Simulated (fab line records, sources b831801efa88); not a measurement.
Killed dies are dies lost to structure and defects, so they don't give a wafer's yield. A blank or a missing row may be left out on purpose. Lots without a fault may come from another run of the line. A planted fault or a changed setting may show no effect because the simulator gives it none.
fab line records | flow sky130
record lots=7 wafers=21 last_day=49
route steps=708 shown PAD_OPEN@694
lots that met no fault: from a run of the same line without faults
start_h: hours from the record's first day to the start of the lot's first wafer shown | wait_h: hours since the lot's step before | " the same as in the row above | L1.1+2: a row that stands for several wafers | - no value, or no start given | * or withheld: withheld | < > ~ a bound
route shown NAME@n: a module of which the file shows steps, and the number in the route of the first | usual: mean/standard deviation of fault-free wafers | same: alike in all rows | chamber/n: place in a boat | sites: the reading at each site | _std_site: their standard deviation | _edge_site: outer sites' mean less inner sites' | radius_mm: how far each site lies from the wafer's centre | mask NAME#n: copy n | behind: the tool/chamber that last shaped the wafer | hold: why the lot was held/for how many hours/how that ended | device: the transistor (n, p or np) that didn't switch | end of line: the same wafers' tests at the end of the route | a step without rows: its recipe alone | killed: dies lost to structure and defects at the first sort, not the wafer's yield | map: a wafer's dies, x killed, . not, _ none there
set.NAME: the setting as run; set.NAME@STEP: as run at that earlier step | model.NAME: the simulator's own value behind a step, which no gauge read
lots at some steps of the route; a table a step, a row a wafer
services: from which hour (start_h, from the record's first day; less than 0 if before it) a tool's chamber was out of use, for how many hours, and why
## steps
# step SKY_PAD_OPEN_DEHYDRATE_00
# recipe temp_c=200 time_s=60
# step SKY_PAD_OPEN_HMDS_01
# recipe prime_time_s=60 prime_temp_c=120
# step SKY_PAD_OPEN_COAT_02
# recipe spin_rpm=2000 resist_thk_nm=3000
# step SKY_PAD_OPEN_SOFTBAKE_03
# recipe temp_c=110 time_s=withheld
# step SKY_PAD_OPEN_EXPOSE_04
# recipe mask_id=PDM target_cd_nm=60000 na=0.57 dose_mj=260
# step SKY_PAD_OPEN_PEB_05
# recipe temp_c=115 time_s=withheld
# step SKY_PAD_OPEN_DEVELOP_06
# recipe develop_time_s=60 dev_temp_c=23
# step SKY_PAD_OPEN_ETCH_07
# recipe chemistry=CF4/O2 target_depth_nm=725 stop_on=AlCu source_w=810.9 bias_w=150 pressure_mtorr=150 cf4_flow_sccm=80 O2_flow_sccm=10 time_s=161.1
# usual cf4_flow_sccm=79.99/0.22 drypump_motor_current_A=5.8/0.43 oes_product_au=0.980/0.0071 throttle_valve_pct=5.965/0.0086
# columns lot.wafer tool chamber start_h wait_h cf4_flow_sccm drypump_motor_current_A oes_product_au rf_hours_counter_h throttle_valve_pct
L195.2 rie_diel-03 2 1072.35 - 79.46 6.3 0.973 24 5.958
L195.5 " 0 " " 79.50 5.9 0.976 - 5.962
L195.6 " 3 " " 80.11 6.6 0.987 - 5.967
L200.1 rie_diel-02 3 1103.05 - 79.95 5.6 0.980 19 5.968
L200.4 " 0 " " 80.21 6.1 0.981 11 5.969
L200.6 " 0 " " 79.91 6.0 0.987 - 5.957
L206.2 rie_diel-02 3 1140.20 - 79.84 5.6 0.970 21 5.969
L206.3 " 1 " " 79.89 5.4 0.982 26 5.981
L206.5 " 2 " " 80.05 5.2 0.978 - 5.976
L208.1 rie_diel-03 2 1155.15 - 79.80 6.3 0.971 27 5.963
L208.3 " 0 " " 79.98 5.9 0.976 16 5.964
L208.5 " 3 " " 80.18 6.6 0.982 - 5.964
L209.1 rie_diel-04 1 1155.57 - 80.07 5.4 0.979 20 5.980
L209.2 " 0 " " 80.22 6.3 0.981 18 5.960
L209.5 " 2 " " 79.76 5.9 0.996 - 5.960
L210.2 rie_diel-04 2 1165.97 - 80.34 5.9 0.976 30 5.956
L210.4 " 0 " " 79.63 6.3 0.975 18 5.942
L210.6 " 0 " " 80.24 6.3 0.972 - 5.940
L211.1 rie_diel-02 2 1170.65 - 80.29 5.2 0.971 22 5.956
L211.2 " 1 " " 79.95 5.4 0.969 27 5.974
L211.4 " 0 " " 79.78 6.0 0.976 14 5.965
# step SKY_PAD_OPEN_STRIP_08
# recipe chemistry=O2/N2 power_w=1400 pressure_mtorr=1500 platen_temp_c=withheld overash_fraction=0.7 o2_flow_sccm=3000 n2_flow_sccm=300
# usual drypump_motor_current_A=6.0/0.39 n2_flow_sccm=299.9/0.85 oes_product_au=0.664/0.0048
# columns lot.wafer tool chamber start_h wait_h drypump_motor_current_A n2_flow_sccm oes_product_au rf_hours_counter_h
L195.2 plasma_asher-02 1 1072.47 0.1 5.7 300.3 0.657 63
L195.5 " 0 " " 6.1 300.2 0.662 -
L195.6 " 1 " " 5.6 300.3 0.666 -
L200.1 plasma_asher-02 1 1103.15 0.1 5.7 300.9 0.662 66
L200.4 " 0 " " 6.1 299.7 0.670 -
L200.6 " 0 " " 6.1 300.1 0.662 -
L206.2 plasma_asher-02 1 1140.31 0.1 5.7 300.8 0.671 70
L206.3 " 1 " " 5.7 299.5 0.663 -
L206.5 " 1 " " 5.6 301.4 0.668 -
L208.1 plasma_asher-02 0 1155.25 0.1 6.1 302.6 0.656 72
L208.3 " 1 " " 5.6 300.3 0.664 -
L208.5 " 1 " " 5.6 301.2 0.660 -
L209.1 plasma_asher-02 0 1155.67 0.1 6.1 299.3 0.672 72
L209.2 " 1 " " 5.7 299.5 0.668 72
L209.5 " 1 " " 5.6 299.7 0.655 -
L210.2 plasma_asher-04 0 1166.07 0.1 5.4 299.8 0.660 9
L210.4 " 0 " " 5.4 301.0 0.657 -
L210.6 " 1 " " 6.3 299.7 0.660 -
L211.1 plasma_asher-04 0 1170.76 0.1 5.4 300.5 0.670 10
L211.2 " 1 " " 6.3 299.9 0.658 10
L211.4 " 0 " " 5.5 300.3 0.664 -
# step SKY_PAD_OPEN_STRIP_09
# recipe chemistry=post_etch_residue_remover time_s=1200 temp_c=72.5
# step SKY_PAD_OPEN_CLEAN_10
# recipe chemistry=IPA time_s=180 temp_c=25
# step SKY_PAD_OPEN_CLEAN_11
# recipe chemistry=O3/DIW dry=n2_spin
# step SKY_PAD_OPEN_ANNEAL_12
# recipe temp_c=400 time_s=withheld ambient=N2/H2 idle_temp_c=300 ramp_up_c_per_min=8 ramp_down_c_per_min=4
# usual spike_tc_centre_C=400.5/1.1 spike_tc_lower_C=400.3/0.99 spike_tc_upper_C=398.9/0.9 tube_center_temp_C=400/0.036 tube_center_temp_C_max=401.01/0.16 zone_power_centre_pct=4.90/0.053 zone_power_top_pct=9.95/0.12
# columns lot.wafer tool chamber start_h wait_h spike_tc_centre_C spike_tc_lower_C spike_tc_upper_C tube_center_temp_C tube_center_temp_C_max zone_power_centre_pct zone_power_top_pct
L195.2 furnace-02 0 1073.15 0.0 399.3 399.6 398.0 399.99 401.00 4.93 9.96
L195.5 " 0 " " 400.3 400.3 400.0 399.97 400.95 4.96 10.06
L195.6 " 0 " " 401.6 401.1 399.1 400.01 401.00 4.83 9.97
L200.1 furnace-01 0 1103.74 0.0 400.3 400.1 399.7 400.02 401.17 4.83 9.82
L200.4 " 0 " " 398.9 399.7 398.8 399.96 401.24 4.88 10.03
L200.6 " 0 " " 399.1 401.0 398.2 400.01 400.78 4.88 9.89
L206.2 furnace-01 0 1140.90 0.0 398.7 397.4 396.7 397.15 398.16 4.94 9.63
L206.3 " 0 " " 397.5 397.7 396.0 397.17 398.60 4.82 9.84
L206.5 " 0 " " 399.4 397.9 397.1 397.27 398.04 4.86 9.74
L208.1 furnace-01 0 1155.85 0.0 396.7 396.8 396.9 397.21 398.03 4.87 9.71
L208.3 " 0 " " 397.6 396.4 396.0 397.25 398.13 4.83 9.89
L208.5 " 0 " " 397.3 396.9 396.4 397.23 398.09 4.82 9.79
L209.1 furnace-02 0 1156.27 0.0 400.7 398.1 398.4 400 401.14 4.93 10.08
L209.2 " 0 " " 401.7 402.0 399.5 399.92 400.82 4.99 9.86
L209.5 " 0 " " 402.0 399.6 399.0 399.96 400.75 4.98 9.99
L210.2 furnace-02 0 1166.66 0.0 400.2 399.4 399.1 400.07 400.88 4.92 10.05
L210.4 " 0 " " 400.2 399.1 399.1 399.97 400.97 4.89 9.86
L210.6 " 0 " " 400.7 399.6 399.6 399.95 400.89 4.89 10.06
L211.1 furnace-01 0 1171.35 0.0 396.1 398.8 395.7 397.23 398.15 4.76 9.63
L211.2 " 0 " " 397.6 398.0 397.8 397.21 398.08 4.83 9.93
L211.4 " 0 " " 397.8 397.1 397.3 397.26 398.45 4.82 9.73
# step SKY_PAD_OPEN_BOW_MEAS_13
# recipe mode=bow
# usual PAD_OPEN_BOW=47/10
# columns lot.wafer tool chamber start_h wait_h PAD_OPEN_BOW[um]
L195.2 film_metro-01 - 1074.67 - 42
L195.5 " - " " 51
L195.6 " - " " 38
L200.1 film_metro-01 - 1105.24 - 20
L200.4 " - " " 51
L200.6 " - " " 25
L206.2 film_metro-03 - 1142.42 - 39
L206.3 " - " " 47
L206.5 " - " " 49
L208.1 film_metro-03 - 1157.35 - 32
L208.3 " - " " 50
L208.5 " - " " 50
L209.1 film_metro-04 - 1157.77 - 50
L209.2 " - " " 53
L209.5 " - " " 57
L210.2 film_metro-04 - 1168.18 - 64
L210.4 " - " " 53
L210.6 " - " " 53
L211.1 film_metro-03 - 1172.85 - 49
L211.2 " - " " 53
L211.4 " - " " 50
## services
# columns tool chamber start_h hours kind
plasma_asher-04 - 1048.52 1.3 repair
rie_diel-03 0 1050.03 9.2 repair
plasma_asher-04 - 1055.16 8.6 repair
plasma_asher-04 - 1063.76 9.0 pm
plasma_asher-04 0 1063.76 9.0 vent_cycle
plasma_asher-04 1 1063.76 9.0 vent_cycle
plasma_asher-04 0 1072.76 - clean
plasma_asher-04 1 1072.76 - clean
rie_diel-03 1 1105.61 26.6 repair
furnace-02 - 1113.77 3.2 pm
rie_diel-03 - 1116.81 14.6 pm
rie_diel-02 2 1126.08 11.8 repair
rie_diel-04 3 1146.16 9.7 repair
furnace-01 - 1164.05 4.6 pm
rie_diel-04 - 1168.10 15.6 pm
## key
first_sign step=SKY_PAD_OPEN_ANNEAL_12 reading=tube_center_temp_C direction=down sigmas=69 usual=* struck=*
effect step=SKY_PAD_OPEN_ANNEAL_12 reading=tube_center_temp_C_max direction=down sigmas=18 usual=* struck=*
met_at SKY_PAD_OPEN_ANNEAL_12
struck_wafers L206.2,L206.3,L206.5,L208.1,L208.3,L208.5,L211.1,L211.2,L211.4
sort_left_out L211.1,L211.2,L211.4
onset_between 1103.74 1140.90
fault kind=process_parameter_drift tool=furnace-01 chamber=- onset_h=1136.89 steps=SKY_PAD_OPEN_ANNEAL_12 channel=temp_c offset=* shape=step end_h=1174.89 acts_in=* stated=*
# sort_left_out: the simulated sort isn't trusted on such a fault, so these wafers' sort isn't shown, and their yield isn't known
